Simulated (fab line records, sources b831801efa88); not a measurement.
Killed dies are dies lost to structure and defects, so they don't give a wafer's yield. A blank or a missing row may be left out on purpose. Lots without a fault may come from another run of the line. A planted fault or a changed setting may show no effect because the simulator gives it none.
Tool commonality check | flow gf180mcu | 12 lots, 36 wafers sampled

WHY IT WAS OPENED
At GF_POLY_GATE_CD_MEAS_10 the reading cd_nm is flagged on 2 of 12 lots. Wafers without a fault read 279.8 nm, standard deviation 1.2.
Rule: a lot is flagged when every wafer of it that has a number lies more than 4 standard deviations from that mean, or none has a number. The other lots count as sound.

lot  | measured     | on        | cd_nm (nm), wafer by wafer | flag
L774 | day 9 03:46  | cd_sem-02 | 279.9 279.4 279.5          |
L775 | day 9 11:43  | cd_sem-01 | 280.5 279.5 281.4          |
L776 | day 9 18:37  | cd_sem-01 | 277.9 279.1 278.7          |
L777 | day 10 01:35 | cd_sem-01 | 280.3 279.7 281.0          |
L778 | day 10 06:05 | cd_sem-01 | 279.5 279.0 279.6          |
L783 | day 11 22:27 | cd_sem-02 | 241.7 241.8 241.6          | FLAGGED
L786 | day 12 14:59 | cd_sem-01 | 248.8 249.2 247.7          | FLAGGED
L789 | day 13 16:30 | cd_sem-01 | 281.3 281.8 282.0          |
L790 | day 13 22:10 | cd_sem-02 | 280.0 279.8 280.4          |
L795 | day 15 09:53 | cd_sem-01 | 279.5 278.6 279.8          |
L796 | day 15 14:09 | cd_sem-02 | 277.8 278.6 279.6          |
L797 | day 16 05:18 | cd_sem-02 | 280.3 281.7 280.4          |
The numbers of the flagged lots are 245.1 nm on average: -34.7 nm against the usual, or -29 standard deviations.

WHICH TOOL RAN EACH LOT
The record holds 2 process steps before the reading, out of a route of 602 steps. In each cell: the tool, then ch and the chambers that the sampled wafers went through, then the start.
lot  | flag    | GF_VT_IMPLANT_STRIP_09               | GF_POLY_GATE_SOFTBAKE_06
L774 |         | plasma_asher-01 ch 0,1, day 5 12:12  | litho_track-01 ch 0, day 8 19:00
L775 |         | plasma_asher-04 ch 0,1, day 5 20:54  | litho_track-03 ch 0, day 9 03:00
L776 |         | plasma_asher-03 ch 0,1, day 6 02:12  | litho_track-01 ch 0, day 9 10:00
L777 |         | plasma_asher-04 ch 0, day 6 08:21    | litho_track-03 ch 0, day 9 16:00
L778 |         | plasma_asher-03 ch 0,1, day 6 12:50  | litho_track-04 ch 0, day 9 21:00
L783 | FLAGGED | plasma_asher-03 ch 0,1, day 7 23:11  | litho_track-04 ch 0, day 11 12:00
L786 | FLAGGED | plasma_asher-04 ch 0,1, day 8 16:09  | litho_track-04 ch 0, day 12 05:00
L789 |         | plasma_asher-03 ch 0,1, day 9 14:08  | litho_track-01 ch 0, day 13 06:00
L790 |         | plasma_asher-03 ch 0,1, day 9 16:51  | litho_track-03 ch 0, day 13 11:00
L795 |         | plasma_asher-03 ch 0,1, day 10 23:35 | litho_track-04 ch 0, day 14 22:00
L796 |         | plasma_asher-01 ch 0,1, day 11 06:41 | litho_track-01 ch 0, day 15 03:00
L797 |         | plasma_asher-01 ch 0,1, day 11 16:06 | litho_track-01 ch 0, day 15 17:00
What these steps do:
- GF_VT_IMPLANT_STRIP_09: strips in O2/N2.
- GF_POLY_GATE_SOFTBAKE_06: time 60 s.
- GF_POLY_GATE_CD_MEAS_10: target cd 280 nm.

FLAGGED OVER TOTAL, TOOL BY TOOL (the gauges that took the reading come last)
step                     | tool            | lots run | flagged | share of the flagged lots | sound lots run after its first flagged lot
GF_VT_IMPLANT_STRIP_09   | plasma_asher-01 | 3        | 0       | none                      | -
GF_VT_IMPLANT_STRIP_09   | plasma_asher-03 | 6        | 1       | some                      | 3 (L789,L790,L795)
GF_VT_IMPLANT_STRIP_09   | plasma_asher-04 | 3        | 1       | some                      | 0
GF_POLY_GATE_SOFTBAKE_06 | litho_track-01  | 5        | 0       | none                      | -
GF_POLY_GATE_SOFTBAKE_06 | litho_track-03  | 3        | 0       | none                      | -
GF_POLY_GATE_SOFTBAKE_06 | litho_track-04  | 4        | 2       | all                       | 1 (L795)
GF_POLY_GATE_CD_MEAS_10  | cd_sem-01       | 7        | 1       | some                      | 2 (L789,L795)
GF_POLY_GATE_CD_MEAS_10  | cd_sem-02       | 5        | 1       | some                      | 3 (L790,L796,L797)

WHAT THE TABLE ALLOWS
1 row of the table ran every flagged lot: litho_track-04 at GF_POLY_GATE_SOFTBAKE_06.
- litho_track-04 at GF_POLY_GATE_SOFTBAKE_06: 2 of its 4 lots flagged. Sound lots ran on it after the first flagged one (L795), which a lasting fault on the whole tool wouldn't allow. Its own readings lie more than 4 standard deviations out on every wafer of the flagged lots: heater_power_total_W, plate_temp_C.
No row of the table ran every flagged lot and no sound lot after the first.

WHAT THE SIMULATOR HAD PUT IN
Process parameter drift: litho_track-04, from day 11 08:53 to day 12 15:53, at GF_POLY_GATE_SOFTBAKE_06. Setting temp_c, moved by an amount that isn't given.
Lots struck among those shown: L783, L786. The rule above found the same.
